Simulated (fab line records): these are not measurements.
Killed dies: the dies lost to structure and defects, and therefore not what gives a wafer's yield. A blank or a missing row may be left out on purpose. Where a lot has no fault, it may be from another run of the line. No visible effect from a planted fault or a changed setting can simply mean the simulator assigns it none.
Problem report in the 8D (eight disciplines) form, filled by code ; flow gf180mcu ; the parts of the form that need people (team, actions taken, sign-off) are left out

1. THE PROBLEM
Wafers free of any fault read 42.1 nm (standard deviation 0.61) for MIM_CVD_05_THK at GF_MIM_THK_MEAS_06, against a mean of 77.5 nm on 6 wafers of 2 lots. That puts it +58 standard deviations away from the usual mean.
First seen on wafer L272.2, day 27 05:34, on filmMetro-02. The record has a number at this step for 39 wafers belonging to 13 lots. By rule, "out" or "out of limits" means more than 4 standard deviations away from the usual mean. The rest of the wafers with a number are treated as sound.

2. WHAT IT IS AND WHAT IT IS NOT
question;is;is not
which readings at this step;MIM_CVD_05_THK;-
which lots;L272, L276;L265, L267, L268, L269, L270, L271, L273, L282, L283, L285, L286
which wafers of those lots;all that have a number;-
read on which gauges;filmMetro-02, filmMetro-04;filmMetro-01
when;from day 27 05:34;"up to then (18 sound wafers); but 15 sound wafers of L273, L282, L283, L285, L286 came after"

3. THE SUSPECTS, EACH WITH WHAT RULES IT OUT
Counting: any tool at a process step up to the reading is kept as a suspect provided that every lot that is out went through it and no sound lot did after the first of them.
- the gauge at GF_MIM_THK_MEAS_06 is ruled out. The wafers that are out were read on 2 gauges (filmMetro-02, filmMetro-04).
- cmp-02 at GF_V3_CMP_26 (polishes, stops on SiO2, t overpolish 15 s, target thk 0 nm): ruled out as a lasting fault. Following L272 (day 25 09:08), the first lot on it that is out, the sound lots L285, L286 were run on it.
- pecvd-04 at GF_MIM_CVD_05 (deposits Si3N4, target thk 42 nm, time 29.086 s): ruled out as a lasting fault. Following L272 (day 27 05:31), the first lot on it that is out, the sound lots L286 were run on it.
Left after counting: nothing in the record.

4. THE CAUSE (what the simulator had put in)
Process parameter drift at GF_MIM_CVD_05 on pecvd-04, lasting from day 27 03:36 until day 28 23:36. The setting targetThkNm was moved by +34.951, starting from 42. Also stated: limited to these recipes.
Counting ruled it out, wrongly: the rule takes a fault to strike every lot that its tool runs from its start on, and this one did not.

5. THE EFFECT CHAIN, in route order
Rows list readings where the struck wafers' mean (over those with a number) sits beyond 3 standard deviations from the usual. Only readings for which the record gives a usual standard deviation are gone through. hours: the time from each lot's start at the first step in this table that gives one to its start at this step, as a median over the lots. sigmas: the change in usual standard deviations.
hours;step;reading;usual;on struck wafers;change;sigmas
0;GF_MIM_THK_MEAS_06;MIM_CVD_05_THK;42.1 nm;77.5;+35.4;+58

6. HOW IT WOULD HAVE BEEN CAUGHT EARLIER
In this record the first reading out of limits at a measuring or inspecting step was taken at day 27 05:34, 2 hours after the fault began at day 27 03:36.
No tool reading at GF_MIM_CVD_05 that has a usual standard deviation in the record was out on any struck wafer, so an alarm limit of 4 standard deviations on those readings would not have fired.
